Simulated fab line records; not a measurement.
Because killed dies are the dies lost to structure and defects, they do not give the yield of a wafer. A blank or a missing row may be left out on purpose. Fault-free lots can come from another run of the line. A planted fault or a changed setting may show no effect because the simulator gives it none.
Problem report, 8D (eight disciplines) form, completed by code :: flow gf180mcu :: the parts of the form that need people (team, actions taken, sign-off) are left out

## 1. WHAT IS WRONG
Wafers with no fault read 85.70 W with a standard deviation of 0.084, whereas heater power total W at GF_POLY_GATE_PEB_08 reads a mean of 87.88 W on 1 wafer of 1 lot. That is +26 standard deviations from the usual mean.
The step: peb time 90 s.
Seen first at day 13 18:20 on litho track-03, wafer L297.1. Wafers with a number at this step in the record: 39, from 13 lots. Rule for "out", or "out of limits": more than 4 standard deviations from the usual mean. Any other wafer with a number is counted as sound.

## 2. WHAT IT IS AND WHAT IT IS NOT
question: which readings at this step
is: heater power total W
is not: -

question: which lots
is: L297
is not: L284, L287, L288, L290, L292, L293, L294, L295, L296, L298, L299, L307

question: which wafers of those lots
is: L297.1
is not: L297.3, L297.4

question: read on which tools
is: litho track-03
is not: litho track-01, litho track-04

question: when
is: from day 13 18:20
is not: up to then (29 sound wafers); but 9 sound wafers of L298, L299, L307 came after

## 3. THE SUSPECTS, EACH WITH WHAT RULES IT OUT
Counting: any tool at a process step up to the reading remains a suspect provided it ran every lot that is out. Sound lots after the first of them don't rule it out here, since some wafers of a struck lot are sound.
- litho track-03 at GF_POLY_GATE_PEB_08 (peb time 90 s): kept. L297, the lot that is out, went through it at day 13 18:20; up to then, the latest sound lot through it was L296 at day 13 07:08. On those wafers its own readings are out: heater power total W.
Left after counting: litho track-03 at GF_POLY_GATE_PEB_08.

## 4. THE CAUSE (what the simulator had put in)
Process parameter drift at GF_POLY_GATE_PEB_08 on litho track-03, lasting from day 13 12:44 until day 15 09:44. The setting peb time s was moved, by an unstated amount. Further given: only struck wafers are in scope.
Counting left only this tool.

## 5. THE EFFECT CHAIN, in route order
Each row: a reading whose mean over the struck wafers that have a number lies more than 3 standard deviations from the usual. Only readings whose record carries a usual standard deviation are examined. hours: median over the lots of the time between each lot's start at the first step of this table that gives one and its start at this step. sigmas: the change, counted in usual standard deviations.
hours: 0
step: GF_POLY_GATE_PEB_08
reading: heater power total W
usual: 85.70 W
on struck wafers: 87.88
change: +2.18
sigmas: +26
The process steps in it:
- GF_POLY_GATE_PEB_08: peb time 90 s.

## 6. HOW IT WOULD HAVE BEEN CAUGHT EARLIER
In this record no reading fell out of limits until day 13 18:20, 6 hours after the fault had begun at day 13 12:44.
